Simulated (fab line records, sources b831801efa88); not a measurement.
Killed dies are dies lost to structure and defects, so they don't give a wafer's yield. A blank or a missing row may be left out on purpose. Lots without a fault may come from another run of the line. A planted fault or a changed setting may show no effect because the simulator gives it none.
fab line records | flow gf180mcu
record lots=7 wafers=21 last_day=35
route steps=602 shown CONTACT@314 M1@315
lots that met no fault: from a run of the same line without faults
start_h: hours from the record's first day to the start of the lot's first wafer shown | wait_h: hours since the lot's step before | " the same as in the row above | L1.1+2: a row that stands for several wafers | - no value, or no start given | * or withheld: withheld | < > ~ a bound
route shown NAME@n: a module of which the file shows steps, and the number in the route of the first | usual: mean/standard deviation of fault-free wafers | same: alike in all rows | chamber/n: place in a boat | sites: the reading at each site | _std_site: their standard deviation | _edge_site: outer sites' mean less inner sites' | radius_mm: how far each site lies from the wafer's centre | mask NAME#n: copy n | behind: the tool/chamber that last shaped the wafer | hold: why the lot was held/for how many hours/how that ended | device: the transistor (n, p or np) that didn't switch | end of line: the same wafers' tests at the end of the route | a step without rows: its recipe alone | killed: dies lost to structure and defects at the first sort, not the wafer's yield | map: a wafer's dies, x killed, . not, _ none there
set.NAME: the setting as run; set.NAME@STEP: as run at that earlier step | model.NAME: the simulator's own value behind a step, which no gauge read
lots at some steps of the route; a table a step, a row a wafer
services: from which hour (start_h, from the record's first day; less than 0 if before it) a tool's chamber was out of use, for how many hours, and why
## steps
# step GF_CONTACT_CMP_27
# recipe stop_on=SiO2 down_force_psi=3.5 platen_rpm=60 t_overpolish_s=15 target_thk_nm=0 pad_velocity_m_s=0.94248
# usual motor_current_A=11.2/0.86 overpolish_run_s=15.000/0.0098 retaining_ring_pressure_frac=1.000/0.0045 time_to_endpoint_s=71.7/2.2
# columns lot.wafer tool chamber start_h wait_h motor_current_A overpolish_run_s retaining_ring_pressure_frac time_to_endpoint_s
L329.1 cmp-02 0 409.73 0.1 10.2 15.004 1.003 76.6
L329.4 " 1 " " 10.3 15.005 1.002 74.2
L329.2 " 3 " " 11.7 14.991 0.997 75.9
L331.2 cmp-01 1 434.43 0.1 11.1 15.002 0.997 72.8
L331.5 " 3 " " 11.9 14.999 1.003 71.5
L331.6 " 0 " " 11.5 14.989 0.997 72.0
L337.2 cmp-02 1 485.18 0.0 9.6 14.995 0.999 71.1
L337.1 " 2 " " 12.3 14.995 1.000 72.0
L337.4 " 0 " " 10.1 15.008 1.005 71.3
L338.4 cmp-02 3 492.28 0.0 11.8 15.002 0.999 71.0
L338.6 " 3 " " 12.0 14.999 0.999 70.7
L338.5 " 0 " " 10.1 15.017 1.006 70.1
L339.4 cmp-02 0 503.13 0.0 10.1 15.013 1.007 72.2
L339.3 " 3 " " 12.3 15.006 0.999 72.2
L339.5 " 1 " " 10.0 15.000 0.996 76.5
L345.3 cmp-02 0 554.73 0.1 10.2 15.012 1.000 70.6
L345.2 " 1 " " 9.9 15.007 0.998 73.1
L345.5 " 0 " " 10.5 14.995 1.004 69.7
L348.1 cmp-01 3 569.37 0.1 12.2 14.987 0.997 68.9
L348.4 " 0 " " 12.1 15.012 1.002 76.4
L348.5 " 2 " " 10.9 14.996 0.997 73.7
# step GF_M1_SPUTTER_00
# recipe material=Ti target_thk_nm=37.5 arriving_ion_energy_ev=80 substrate_temp_c=200 chamber_pressure_pa=2 power_w=4000 time_s=150
# usual throttle_valve_pct=29.9/1.2
# columns lot.wafer tool chamber start_h wait_h throttle_valve_pct
L329.1 pvd_sputter-02 - 410.03 0.2 28.7
L329.2 " - " " 31.9
L329.4 " - " " 29.1
L331.2 pvd_sputter-03 - 434.63 0.1 29.5
L331.5 " - " " 29.5
L331.6 " - " " 29.9
L337.1 pvd_sputter-03 - 485.48 0.2 29.5
L337.2 " - " " 30.2
L337.4 " - " " 29.7
L338.4 pvd_sputter-03 - 492.58 0.2 30.1
L338.5 " - " " 29.6
L338.6 " - " " 29.3
L339.3 pvd_sputter-03 - 503.43 0.1 30.6
L339.4 " - " " 27.9
L339.5 " - " " 30.3
L345.2 pvd_sputter-02 - 554.98 0.1 30.9
L345.3 " - " " 28.9
L345.5 " - " " 30.7
L348.1 pvd_sputter-02 - 569.57 0.1 30.6
L348.4 " - " " 29.2
L348.5 " - " " 31.7
# step GF_M1_SPUTTER_01
# recipe material=TiN target_thk_nm=30 power_w=6500 time_s=25 chamber_pressure_pa=0.4
# usual throttle_valve_pct=29.9/1.2
# columns lot.wafer tool chamber start_h wait_h throttle_valve_pct
L329.1 pvd_sputter-02 - 410.13 0.1 28.8
L329.2 " - " " 31.8
L329.4 " - " " 29.3
L331.2 pvd_sputter-03 - 434.73 0.1 29.7
L331.5 " - " " 29.5
L331.6 " - " " 29.8
L337.1 pvd_sputter-03 - 485.58 0.1 29.4
L337.2 " - " " 30.5
L337.4 " - " " 29.9
L338.4 pvd_sputter-03 - 492.68 0.1 29.6
L338.5 " - " " 29.6
L338.6 " - " " 29.5
L339.3 pvd_sputter-03 - 503.53 0.1 30.3
L339.4 " - " " 27.8
L339.5 " - " " 30.3
L345.2 pvd_sputter-02 - 555.08 0.1 30.5
L345.3 " - " " 29.2
L345.5 " - " " 30.7
L348.1 pvd_sputter-02 - 569.67 0.1 31.0
L348.4 " - " " 29.0
L348.5 " - " " 31.9
# step GF_M1_SPUTTER_02
# recipe material=AlCu target_thk_nm=450 power_w=10600 time_s=23.9 chamber_pressure_pa=0.4
# usual throttle_valve_pct=29.9/1.2
# columns lot.wafer tool chamber start_h wait_h throttle_valve_pct
L329.1 pvd_sputter-02 - 410.16 0.0 28.5
L329.2 " - " " 31.9
L329.4 " - " " 29.1
L331.2 pvd_sputter-03 - 434.76 0.0 29.7
L331.5 " - " " 29.4
L331.6 " - " " 29.8
L337.1 pvd_sputter-03 - 485.61 0.0 29.6
L337.2 " - " " 30.4
L337.4 " - " " 29.6
L338.4 pvd_sputter-03 - 492.71 0.0 29.8
L338.5 " - " " 29.4
L338.6 " - " " 29.7
L339.3 pvd_sputter-03 - 503.56 0.0 30.4
L339.4 " - " " 27.9
L339.5 " - " " 30.2
L345.2 pvd_sputter-02 - 555.11 0.0 30.8
L345.3 " - " " 29.1
L345.5 " - " " 31.0
L348.1 pvd_sputter-02 - 569.70 0.0 30.6
L348.4 " - " " 29.0
L348.5 " - " " 32.1
# step GF_M1_SPUTTER_03
# recipe material=Ti target_thk_nm=10 substrate_temp_c=300 chamber_pressure_pa=0.3 power_w=3000 time_s=6.7
# usual throttle_valve_pct=29.9/1.2
# columns lot.wafer tool chamber start_h wait_h throttle_valve_pct
L329.1 pvd_sputter-02 - 410.19 0.0 28.7
L329.2 " - " " 31.7
L329.4 " - " " 29.4
L331.2 pvd_sputter-03 - 434.79 0.0 29.5
L331.5 " - " " 29.6
L331.6 " - " " 29.6
L337.1 pvd_sputter-03 - 485.64 0.0 29.5
L337.2 " - " " 30.4
L337.4 " - " " 29.8
L338.4 pvd_sputter-03 - 492.74 0.0 29.9
L338.5 " - " " 29.9
L338.6 " - " " 29.4
L339.3 pvd_sputter-03 - 503.59 0.0 30.5
L339.4 " - " " 27.8
L339.5 " - " " 30.5
L345.2 pvd_sputter-02 - 555.14 0.0 30.7
L345.3 " - " " 29.0
L345.5 " - " " 30.8
L348.1 pvd_sputter-02 - 569.73 0.0 30.5
L348.4 " - " " 29.0
L348.5 " - " " 31.8
# step GF_M1_SPUTTER_04
# recipe material=TiN target_thk_nm=50 power_w=6500 time_s=41.7 chamber_pressure_pa=0.4
# step GF_M1_RS_MEAS_05
# recipe thk_meas_gauge=four-point-probe reads=TiN_of_M1_SPUTTER_04+Ti_of_M1_SPUTTER_03+AlCu_of_M1_SPUTTER_02+TiN_of_M1_SPUTTER_01+Ti_of_M1_SPUTTER_00
# usual M1_ALCU_RS=0.0693/0.00057
# columns lot.wafer tool chamber start_h wait_h M1_ALCU_RS[ohm/sq]
L329.1 film_metro-02 - 410.25 0.0 0.0694
L329.2 " - " " 0.0691
L329.4 " - " " 0.0698
L331.2 film_metro-03 - 434.87 0.0 0.0690
L331.5 " - " " 0.0692
L331.6 " - " " 0.0692
L337.1 film_metro-02 - 485.70 0.0 0.0698
L337.2 " - " " 0.0702
L337.4 " - " " 0.0695
L338.4 film_metro-03 - 492.86 0.1 0.0688
L338.5 " - " " 0.0697
L338.6 " - " " 0.0690
L339.3 film_metro-02 - 503.69 0.1 0.0690
L339.4 " - " " 0.0681
L339.5 " - " " 0.0686
L345.2 film_metro-03 - 555.22 0.0 0.0692
L345.3 " - " " 0.0699
L345.5 " - " " 0.0696
L348.1 film_metro-04 - 569.79 0.0 0.0698
L348.4 " - " " 0.0687
L348.5 " - " " 0.0691
# step GF_M1_THK_MEAS_06
# recipe thk_meas_gauge=xrf reads=AlCu_of_M1_SPUTTER_02
# usual M1_ALCU_THK=446/3.7
# columns lot.wafer tool chamber start_h wait_h M1_ALCU_THK[nm]
L329.1 film_metro-02 - 410.37 0.1 448
L329.2 " - " " 444
L329.4 " - " " 444
L331.2 film_metro-03 - 434.98 0.1 447
L331.5 " - " " 448
L331.6 " - " " 448
L337.1 film_metro-02 - 485.82 0.1 441
L337.2 " - " " 439
L337.4 " - " " 445
L338.4 film_metro-03 - 492.95 0.1 447
L338.5 " - " " 443
L338.6 " - " " 448
L339.3 film_metro-02 - 503.79 0.1 450
L339.4 " - " " 452
L339.5 " - " " 450
L345.2 film_metro-03 - 555.33 0.1 448
L345.3 " - " " 443
L345.5 " - " " 444
L348.1 film_metro-04 - 569.91 0.1 438
L348.4 " - " " 446
L348.5 " - " " 442
# step GF_M1_DEHYDRATE_07
# recipe temp_c=200 time_s=60
# step GF_M1_HMDS_08
# recipe prime_time_s=60 prime_temp_c=120
# step GF_M1_COAT_09
# recipe resist=KrF spin_rpm=withheld resist_thk_nm=1000
# step GF_M1_SOFTBAKE_10
# recipe temp_c=130 time_s=60 resist=KrF
# step GF_M1_EXPOSE_11
# recipe mask_id=Metal1 target_cd_nm=230 na=0.68 source_shape=conventional sigma_outer=0.6 dose_mj=28
# usual exposure_dose_mJ_cm2=28.12/0.19 focus_offset_nm=-0.1/0.51
# columns lot.wafer tool chamber start_h wait_h mask exposure_dose_mJ_cm2 focus_offset_nm
L329.1 krf_scanner-01 0 422.15 - Metal1#0 27.92 -1.0
L329.2 " 0 " " Metal1#0 27.89 -0.6
L329.4 " 0 " " Metal1#0 27.96 -0.6
L331.2 krf_scanner-02 0 447.59 - Metal1#0 28.33 -0.8
L331.5 " 0 " " Metal1#0 28.30 -0.1
L331.6 " 0 " " Metal1#0 28.32 -0.3
L337.1 krf_scanner-01 - 497.97 - Metal1#0 - -
L337.2 " - " " Metal1#0 - -
L337.4 " - " " Metal1#0 - -
L338.4 krf_scanner-01 - 505.43 - Metal1#0 - -
L338.5 " - " " Metal1#0 - -
L338.6 " - " " Metal1#0 - -
L339.3 krf_scanner-01 - 515.61 - Metal1#0 - -
L339.4 " - " " Metal1#0 - -
L339.5 " - " " Metal1#0 - -
L345.2 krf_scanner-01 0 566.12 - Metal1#0 27.95 0.3
L345.3 " 0 " " Metal1#0 27.98 -0.4
L345.5 " 0 " " Metal1#0 27.99 0.2
L348.1 krf_scanner-02 0 581.44 - Metal1#0 28.28 0.5
L348.4 " 0 " " Metal1#0 28.31 0.2
L348.5 " 0 " " Metal1#0 28.27 -0.3
# step GF_M1_PEB_12
# recipe peb_temp_c=135 peb_time_s=90 resist=KrF
## services
# columns tool chamber start_h hours kind
krf_scanner-01 0 402.34 - calibration
cmp-01 - 404.00 4.0 pm
krf_scanner-01 - 406.60 1.0 pm
cmp-01 - 408.00 - consumable_replace:conditioner
cmp-01 - 408.00 - consumable_replace:pad
cmp-02 - 417.07 1.7 repair
cmp-01 - 425.60 0.6 repair
cmp-01 - 427.07 1.8 repair
krf_scanner-02 - 434.59 1.0 pm
krf_scanner-02 - 444.71 1.3 pm
krf_scanner-02 - 451.05 0.6 repair
krf_scanner-02 0 476.26 - calibration
cmp-01 - 478.53 3.9 pm
krf_scanner-02 - 479.75 0.8 pm
cmp-02 - 509.85 4.0 repair
krf_scanner-01 - 527.33 0.8 pm
cmp-02 - 529.91 1.9 repair
krf_scanner-02 - 531.56 4.4 pm
krf_scanner-01 - 539.33 1.3 pm
krf_scanner-01 - 540.88 5.7 repair
krf_scanner-01 0 572.10 - calibration
krf_scanner-01 - 575.60 1.0 pm
## key
first_sign step=GF_M1_EXPOSE_11 reading=tool_record direction=missing
effect none on later readings
met_at GF_M1_EXPOSE_11
struck_wafers L337.1,L337.2,L337.4,L338.4,L338.5,L338.6,L339.3,L339.4,L339.5
later_rows_left_out L337.1,L337.2,L337.4,L338.4,L338.5,L338.6,L339.3,L339.4,L339.5
sort_left_out L337.1,L337.2,L337.4,L338.4,L338.5,L338.6,L339.3,L339.4,L339.5
onset_between 422.15 497.97
fault kind=skipped_step_whole tool=krf_scanner-01 chamber=- onset_h=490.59 steps=GF_M1_EXPOSE_11 scope=struck_lots_only
# sort_left_out: the simulated sort isn't trusted on such a fault, so these wafers' sort isn't shown, and their yield isn't known
# later_rows_left_out: the simulator's readings of these wafers behind a module that went badly wrong aren't trusted and aren't shown, but for the sort
